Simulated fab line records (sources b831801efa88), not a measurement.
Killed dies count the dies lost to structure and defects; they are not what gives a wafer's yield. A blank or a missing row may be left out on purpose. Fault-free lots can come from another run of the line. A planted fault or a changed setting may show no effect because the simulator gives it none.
Which tool was responsible? + flow sfq-line + 43 wafers from 15 lots sampled at 4 of the route's 325 steps

## WHAT EACH GAUGE READ, for each wafer
Not one reading of a measure or inspect step in the record can be checked against a usual standard deviation.

## TOOL THAT RAN EACH LOT (tool first, then ch and the chambers of the sampled wafers, then the start)
| lot  | SFQ_TRILAYER_R5_DEP_SPUTTER_134 | SFQ_TRILAYER_M6_ETCH_METAL_ETCH_162 | SFQ_TRILAYER_I6_DEP_PECVD_165   | SFQ_TRILAYER_I6_VIA_BARC_OPEN_VIA_ETCH_235 |
|------|---------------------------------|-------------------------------------|---------------------------------|--------------------------------------------|
| L492 | pvd-sputter-05, day 58 23:21    | rie-metal-04 ch 0,1, day 67 03:47   | pecvd-03 ch 0,1,2, day 67 04:41 | rie-diel-04 ch 0,2,3, day 69 01:23         |
| L493 | pvd-sputter-03, day 59 00:22    | rie-metal-03 ch 0,1, day 67 10:38   | pecvd-04 ch 0,2, day 67 11:32   | rie-diel-03 ch 1,2, day 69 04:59           |
| L494 | pvd-sputter-03, day 59 11:25    | rie-metal-03 ch 0,1, day 68 23:05   | pecvd-02 ch 0,1,2, day 68 23:58 | rie-diel-03 ch 2,3, day 70 06:12           |
| L495 | pvd-sputter-05, day 59 15:22    | rie-metal-01 ch 0,1, day 69 02:39   | pecvd-03 ch 0,1, day 69 03:33   | rie-diel-03 ch 0,3, day 70 08:36           |
| L496 | pvd-sputter-03, day 59 17:25    | rie-metal-01 ch 0,1, day 69 06:18   | pecvd-02 ch 1,2, day 69 07:12   | rie-diel-03 ch 2,3, day 70 12:12           |
| L497 | pvd-sputter-05, day 59 18:22    | rie-metal-01 ch 0,1, day 69 07:30   | pecvd-04 ch 1,2, day 69 08:22   | rie-diel-03 ch 2,3, day 70 17:00           |
| L498 | pvd-sputter-03, day 59 20:25    | rie-metal-03 ch 0,1, day 69 11:04   | pecvd-04 ch 0,1,2, day 69 11:58 | rie-diel-03 ch 1,3, day 71 01:02           |
| L500 | pvd-sputter-05, day 60 05:25    | rie-metal-01 ch 0,1, day 69 20:42   | pecvd-02 ch 0,1,2, day 69 21:36 | rie-diel-02 ch 2,3, day 71 11:50           |
| L502 | pvd-sputter-05, day 60 11:25    | rie-metal-01 ch 0,1, day 70 02:46   | pecvd-02 ch 1,2, day 70 03:40   | rie-diel-04 ch 1,2, day 71 20:14           |
| L503 | pvd-sputter-05, day 61 21:35    | rie-metal-04 ch 0,1, day 71 15:30   | pecvd-02 ch 0,2, day 71 16:24   | rie-diel-02 ch 1,2,3, day 72 23:38         |
| L508 | pvd-sputter-03, day 64 10:58    | rie-metal-01 ch 0,1, day 72 08:20   | pecvd-03 ch 1,2, day 72 09:12   | rie-diel-04 ch 1,2, day 73 17:38           |
| L509 | pvd-sputter-05, day 64 16:58    | rie-metal-01 ch 1, day 72 11:42     | pecvd-02 ch 0,1, day 72 12:36   | rie-diel-04 ch 1,2, day 74 00:50           |
| L511 | pvd-sputter-05, day 69 03:01    | rie-metal-01 ch 0,1, day 73 18:53   | pecvd-02 ch 0,1, day 73 19:49   | rie-diel-03 ch 0,3, day 75 06:29           |
| L513 | pvd-sputter-04, day 69 13:54    | rie-metal-04 ch 0,1, day 74 05:41   | pecvd-03 ch 0,1,2, day 74 06:35 | rie-diel-03 ch 1,3, day 75 16:05           |
| L514 | pvd-sputter-03, day 69 19:54    | rie-metal-04 ch 0,1, day 74 11:20   | pecvd-02 ch 1,2, day 74 12:14   | rie-diel-04 ch 1,2,3, day 75 19:41         |
- SFQ_TRILAYER_R5_DEP_SPUTTER_134: material Ti, target thk 5 nm, time 5 s.
- SFQ_TRILAYER_M6_ETCH_METAL_ETCH_162: etches Nb in Cl2/Ar, stops on SiO2, target depth 240 nm, time 120 s.
- SFQ_TRILAYER_I6_DEP_PECVD_165: deposits SiO2 from SiH4/N2O, time 111.11 s, target thk 500 nm.
- SFQ_TRILAYER_I6_VIA_BARC_OPEN_VIA_ETCH_235: etches BARC in O2, target depth 125 nm, time 41.7 s.

## AS READ BY THE TOOLS THEMSELVES (means over the sampled wafers that have a number; for cases with no such wafer, the mark the record gives instead)
SFQ_TRILAYER_R5_DEP_SPUTTER_134. Usual: 30.4 % for throttle-valve-pct, sd 1.
| lot  | tool           | throttle-valve-pct (%) | flag |
|------|----------------|------------------------|------|
| L492 | pvd-sputter-05 | 30.6                   |      |
| L493 | pvd-sputter-03 | 31.5                   |      |
| L494 | pvd-sputter-03 | 30.7                   |      |
| L495 | pvd-sputter-05 | 30.2                   |      |
| L496 | pvd-sputter-03 | 30.6                   |      |
| L497 | pvd-sputter-05 | 29.5                   |      |
| L498 | pvd-sputter-03 | 31.1                   |      |
| L500 | pvd-sputter-05 | 30.2                   |      |
| L502 | pvd-sputter-05 | 29.8                   |      |
| L503 | pvd-sputter-05 | 30.4                   |      |
| L508 | pvd-sputter-03 | 31.5                   |      |
| L509 | pvd-sputter-05 | 30.8                   |      |
| L511 | pvd-sputter-05 | 30.7                   |      |
| L513 | pvd-sputter-04 | 30.8                   |      |
| L514 | pvd-sputter-03 | 30.4                   |      |

SFQ_TRILAYER_M6_ETCH_METAL_ETCH_162. Usual: bias-w 80.05 W, standard deviation 0.21; drypump-motor-current-A 5.5 A, standard deviation 0.44; oes-product-au 0.894 a.u., standard deviation 0.0067; run-length-s 148.3 s, standard deviation 0.48.
| lot  | tool         | bias-w (W) | drypump-motor-current-A (A) | oes-product-au (a.u.) | run-length-s (s) | flag |
|------|--------------|------------|-----------------------------|-----------------------|------------------|------|
| L492 | rie-metal-04 | 80.01      | 5.2                         | 0.896                 | 148.7            |      |
| L493 | rie-metal-03 | 79.86      | 5.4                         | 0.889                 | 148.5            |      |
| L494 | rie-metal-03 | 80.19      | 5.3                         | 0.892                 | 148.6            |      |
| L495 | rie-metal-01 | 80.11      | 5.9                         | 0.895                 | 147.7            |      |
| L496 | rie-metal-01 | 80.17      | 5.9                         | 0.894                 | 147.8            |      |
| L497 | rie-metal-01 | 80.06      | 5.7                         | 0.894                 | 147.9            |      |
| L498 | rie-metal-03 | 80.23      | 5.6                         | 0.892                 | 148.4            |      |
| L500 | rie-metal-01 | 80.10      | 5.7                         | 0.897                 | 148.1            |      |
| L502 | rie-metal-01 | 80.17      | 5.7                         | 0.894                 | 148.0            |      |
| L503 | rie-metal-04 | 80.11      | 5.1                         | 0.891                 | 148.7            |      |
| L508 | rie-metal-01 | 80.17      | 5.9                         | 0.928                 | 136.4            | OFF  |
| L509 | rie-metal-01 | 80.21      | 5.5                         | 0.954                 | 131.3            | OFF  |
| L511 | rie-metal-01 | 80.31      | 5.8                         | 0.938                 | 131.0            | OFF  |
| L513 | rie-metal-04 | 79.71      | 5.2                         | 0.898                 | 148.5            |      |
| L514 | rie-metal-04 | 80.08      | 5.2                         | 0.892                 | 148.8            |      |

SFQ_TRILAYER_I6_DEP_PECVD_165. Usual: heater-power-w 85 W, standard deviation 15; throttle-valve-pct 25.4 %, standard deviation 1.2.
| lot  | tool     | heater-power-w (W) | throttle-valve-pct (%) | flag |
|------|----------|--------------------|------------------------|------|
| L492 | pecvd-03 | 72                 | 26.3                   |      |
| L493 | pecvd-04 | 98                 | 25.0                   |      |
| L494 | pecvd-02 | 90                 | 26.1                   |      |
| L495 | pecvd-03 | 87                 | 26.1                   |      |
| L496 | pecvd-02 | 82                 | 26.5                   |      |
| L497 | pecvd-04 | 90                 | 24.9                   |      |
| L498 | pecvd-04 | 97                 | 25.0                   |      |
| L500 | pecvd-02 | 91                 | 26.2                   |      |
| L502 | pecvd-02 | 82                 | 26.4                   |      |
| L503 | pecvd-02 | 97                 | 25.9                   |      |
| L508 | pecvd-03 | 72                 | 24.0                   |      |
| L509 | pecvd-02 | 95                 | 26.7                   |      |
| L511 | pecvd-02 | 83                 | 26.5                   |      |
| L513 | pecvd-03 | 78                 | 23.6                   |      |
| L514 | pecvd-02 | 77                 | 26.4                   |      |

SFQ_TRILAYER_I6_VIA_BARC_OPEN_VIA_ETCH_235. Usual: bias-w 80.00 W, standard deviation 0.25; drypump-motor-current-A 5.8 A, standard deviation 0.58; oes-product-au 0.685 a.u., standard deviation 0.0046; run-length-s 69.9 s, standard deviation 0.38.
| lot  | tool        | bias-w (W) | drypump-motor-current-A (A) | oes-product-au (a.u.) | run-length-s (s) | flag |
|------|-------------|------------|-----------------------------|-----------------------|------------------|------|
| L492 | rie-diel-04 | 80.22      | 5.8                         | 0.687                 | 69.8             |      |
| L493 | rie-diel-03 | 80.11      | 6.5                         | 0.686                 | 70.0             |      |
| L494 | rie-diel-03 | 80.19      | 6.1                         | 0.683                 | 69.7             |      |
| L495 | rie-diel-03 | 80.18      | 5.2                         | 0.684                 | 69.9             |      |
| L496 | rie-diel-03 | 79.81      | 5.6                         | 0.683                 | 69.9             |      |
| L497 | rie-diel-03 | 80.05      | 5.7                         | 0.686                 | 69.7             |      |
| L498 | rie-diel-03 | 79.82      | 6.1                         | 0.685                 | 69.8             |      |
| L500 | rie-diel-02 | 79.86      | 5.7                         | 0.681                 | 69.9             |      |
| L502 | rie-diel-04 | 79.99      | 6.1                         | 0.687                 | 69.9             |      |
| L503 | rie-diel-02 | 80.13      | 5.4                         | 0.681                 | 70.2             |      |
| L508 | rie-diel-04 | 79.93      | 6.1                         | 0.683                 | 69.9             |      |
| L509 | rie-diel-04 | 79.92      | 5.9                         | 0.688                 | 69.9             |      |
| L511 | rie-diel-03 | 80.00      | 5.2                         | 0.689                 | 69.8             |      |
| L513 | rie-diel-03 | 79.87      | 5.6                         | 0.684                 | 69.8             |      |
| L514 | rie-diel-04 | 79.95      | 6.1                         | 0.686                 | 69.6             |      |

## THE ANSWER, worked out from the rows above alone
Rule: a lot counts as off when the mean over its wafers that have a number is more than 3 standard deviations away from the usual mean. Also off: a lot with no number at a reading for which 4 or more lots have one. All remaining lots with rows at the step are treated as sound. The gauges are gone through in route order, then the tools' own readings, and for those a lot's mean is taken as printed above. The first step at which some lot is off is used, and at that step the reading that is off furthest; a lot without a number counts as furthest.
Off: L508, L509, L511 (SFQ_TRILAYER_M6_ETCH_METAL_ETCH_162, run-length-s).
A tool fits if, at that step or a process step before it, it ran every lot that is off, and no sound lot after the first of them. One candidate fits, namely rie-metal-01 at SFQ_TRILAYER_M6_ETCH_METAL_ETCH_162. A fault onset in the window from L502 (day 70 02:46, its last sound lot) to L508 (day 72 08:20, its first lot off) fits.
The tool's own readings at SFQ_TRILAYER_M6_ETCH_METAL_ETCH_162 bear it out: on the lots that are off they differ by more than 5 times the standard deviation of the sound lots' means. oes-product-au reads 0.940 a.u. there against 0.894 a.u. on the sound lots; run-length-s reads 132.9 s there against 148.3 s on the sound lots.

## WHAT WAS PUT IN BY THE SIMULATOR
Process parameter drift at SFQ_TRILAYER_M6_ETCH_METAL_ETCH_162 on rie-metal-01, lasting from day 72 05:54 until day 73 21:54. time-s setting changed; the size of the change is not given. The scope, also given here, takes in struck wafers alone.
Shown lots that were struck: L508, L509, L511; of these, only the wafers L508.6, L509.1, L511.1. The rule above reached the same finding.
